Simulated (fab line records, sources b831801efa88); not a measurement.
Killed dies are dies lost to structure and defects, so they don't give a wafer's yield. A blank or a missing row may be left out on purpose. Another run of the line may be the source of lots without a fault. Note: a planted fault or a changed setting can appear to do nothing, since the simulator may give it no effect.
Chamber matching / flow gf180mcu / GF_V2_CMP_26 on cmp-01 has 4 sister chambers
The step polishes, stops on SiO2, t overpolish 15 s, target thk 0 nm. 8 wafers are shown with their chamber, then 7 later ones without.

EACH WAFER AND ITS CHAMBER
wafer=L678.1; chamber=2; motor_current_A (A)=11.7; time_to_endpoint_s (s)=88.3
wafer=L681.1; chamber=1; motor_current_A (A)=11.0; time_to_endpoint_s (s)=85.3
wafer=L681.3; chamber=3; motor_current_A (A)=9.4; time_to_endpoint_s (s)=85.5
wafer=L685.2; chamber=2; motor_current_A (A)=12.8; time_to_endpoint_s (s)=88.0
wafer=L685.4; chamber=0; motor_current_A (A)=11.3; time_to_endpoint_s (s)=86.9
wafer=L685.5; chamber=0; motor_current_A (A)=11.0; time_to_endpoint_s (s)=89.1
wafer=L690.1; chamber=1; motor_current_A (A)=10.7; time_to_endpoint_s (s)=83.4
wafer=L690.3; chamber=3; motor_current_A (A)=9.5; time_to_endpoint_s (s)=86.2

WAFERS MISSING THEIR CHAMBER
wafer=L690.6; motor_current_A (A)=12.8; time_to_endpoint_s (s)=86.1
wafer=L692.2; motor_current_A (A)=10.5; time_to_endpoint_s (s)=88.4
wafer=L692.4; motor_current_A (A)=9.5; time_to_endpoint_s (s)=86.8
wafer=L692.6; motor_current_A (A)=12.4; time_to_endpoint_s (s)=88.3
wafer=L694.2; motor_current_A (A)=11.4; time_to_endpoint_s (s)=86.6
wafer=L694.5; motor_current_A (A)=9.5; time_to_endpoint_s (s)=87.9
wafer=L694.6; motor_current_A (A)=11.0; time_to_endpoint_s (s)=85.4

WHICH CHAMBER EACH WENT THROUGH
wafer=L690.6; from the rows above=can't be placed: 2 or 0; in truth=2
wafer=L692.2; from the rows above=can't be placed: 0 or 3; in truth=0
wafer=L692.4; from the rows above=3; in truth=3
wafer=L692.6; from the rows above=2; in truth=2
wafer=L694.2; from the rows above=can't be placed: 0 or 1 or 2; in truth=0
wafer=L694.5; from the rows above=3; in truth=3
wafer=L694.6; from the rows above=can't be placed: 1 or 0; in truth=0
3 of 7 placed correctly. These rows do not allow placing 4 (true chamber among the candidates in 4). 0 placed wrongly.
How it was worked out, from the rows above alone: a wafer's distance from a chamber is the root of the sum, over the readings, of the square of ((its reading less the chamber's mean) divided by the reading's scatter). The wafer belongs to the nearest chamber; if the next one is less than 2 further off, it can't be placed. Each chamber's mean is taken over the wafers shown for it. How the scatter is found: for the shown wafers, subtract from each reading the mean of its chamber, square and add these, divide the total by (wafers less chambers), then take the root.
